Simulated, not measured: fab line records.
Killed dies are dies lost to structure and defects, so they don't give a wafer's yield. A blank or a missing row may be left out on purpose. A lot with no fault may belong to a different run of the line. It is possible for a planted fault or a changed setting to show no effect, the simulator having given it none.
Split-lot study	flow sfq_line	route with 325 steps; 5 lots, 23 wafers read

## ABOUT THE SPLIT
At SFQ_TRILAYER_L0_VIA_LITHO_COAT_018 (resist thk 62 nm), the setting resist_thk_nm was moved away from the recipe's 62 nm on 9 of the 23 wafers read, by +4.0% to +4.5%. This setting was run at the recipe's value on the other wafers.

Reading taken at the split's own step.

## THE READING
BARC_of_TRILAYER_L0_VIA_LITHO_COAT_018.thk_nm (the simulator's own value, which no gauge read), in nm, at SFQ_TRILAYER_L0_VIA_LITHO_COAT_018 (resist thk 62 nm). The file gives no usual value for it. Average 61.96 nm, standard deviation 0.16 nm, over the 14 wafers here run with the recipe.

wafer	tool, chamber at the split	resist_thk_nm as run, nm	against the recipe	BARC_of_TRILAYER_L0_VIA_LITHO_COAT_018.thk_nm, nm	against lot-mates on the recipe
L074.1	litho_track-03, 0	62	recipe	62.02	-
L074.2	litho_track-03, 0	62	recipe	61.99	-
L074.6	litho_track-03, 0	62	recipe	62.33	-
L075.1	litho_track-02, 0	64.45	+4.0%	63.93	+2.10
L075.2	litho_track-02, 0	64.45	+4.0%	64.31	+2.48
L075.3	litho_track-02, 0	62	recipe	61.92	-
L075.5	litho_track-02, 0	62	recipe	61.73	-
L075.6	litho_track-02, 0	64.45	+4.0%	64.4	+2.58
L077.1	litho_track-02, 0	64.65	+4.3%	64.42	+2.52
L077.2	litho_track-02, 0	62	recipe	61.99	-
L077.4	litho_track-02, 0	64.65	+4.3%	64.57	+2.67
L077.5	litho_track-02, 0	62	recipe	61.79	-
L077.6	litho_track-02, 0	62	recipe	61.92	-
L078.1	litho_track-03, 0	62	recipe	62.01	-
L078.2	litho_track-03, 0	62	recipe	61.75	-
L078.3	litho_track-03, 0	64.78	+4.5%	64.73	+2.85
L078.4	litho_track-03, 0	64.78	+4.5%	64.63	+2.75
L078.5	litho_track-03, 0	62	recipe	61.89	-
L080.1	litho_track-03, 0	62	recipe	61.96	-
L080.2	litho_track-03, 0	64.8	+4.5%	64.94	+2.90
L080.4	litho_track-03, 0	62	recipe	62.22	-
L080.5	litho_track-03, 0	62	recipe	61.95	-
L080.6	litho_track-03, 0	64.8	+4.5%	64.79	+2.75

FIT RESULTS
A straight line over all 23 wafers: BARC_of_TRILAYER_L0_VIA_LITHO_COAT_018.thk_nm changes by +0.603 nm for each +1% of resist_thk_nm; r = +0.99; the points scatter about the line by 0.17 nm.
The same after taking each lot's own level away (the mean of its wafers on the recipe; 23 wafers): +0.615 nm for each +1%; r = +1.00; scatter 0.13 nm.
That fit puts the effect of the largest move of resist_thk_nm on the reading at 2.8 nm.
The span of the lots' own levels, 61.825 to 62.113 nm, comes to 1.8 times the standard deviation stated above.
The two slopes agree, so the slope changes little with the lot-to-lot level.
Check: +2.76 nm against its lot-mates is what the line predicts for one of the wafers moved furthest among these (+4.5%) when that wafer is left out of the fit. It came out at +2.9 nm against them.

## THESE WAFERS: OTHER SPLITS
Before the reading, these wafers also passed through other splits. Each is held against what the fit with the lots' levels taken away leaves over:
other split on the same wafers	wafers away from the commonest value	r with BARC_of_TRILAYER_L0_VIA_LITHO_COAT_018.thk_nm (lot level and that fit taken away)
SFQ_TRILAYER_L0_DEP_SPUTTER_003 power_w	4	-0.32
SFQ_TRILAYER_L0_LITHO_COAT_005 resist_thk_nm	10	+0.17

## FILE'S OWN FIT
BARC_of_TRILAYER_L0_VIA_LITHO_COAT_018.thk_nm changes by +0.616 nm for each +1% of resist_thk_nm, r = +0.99.
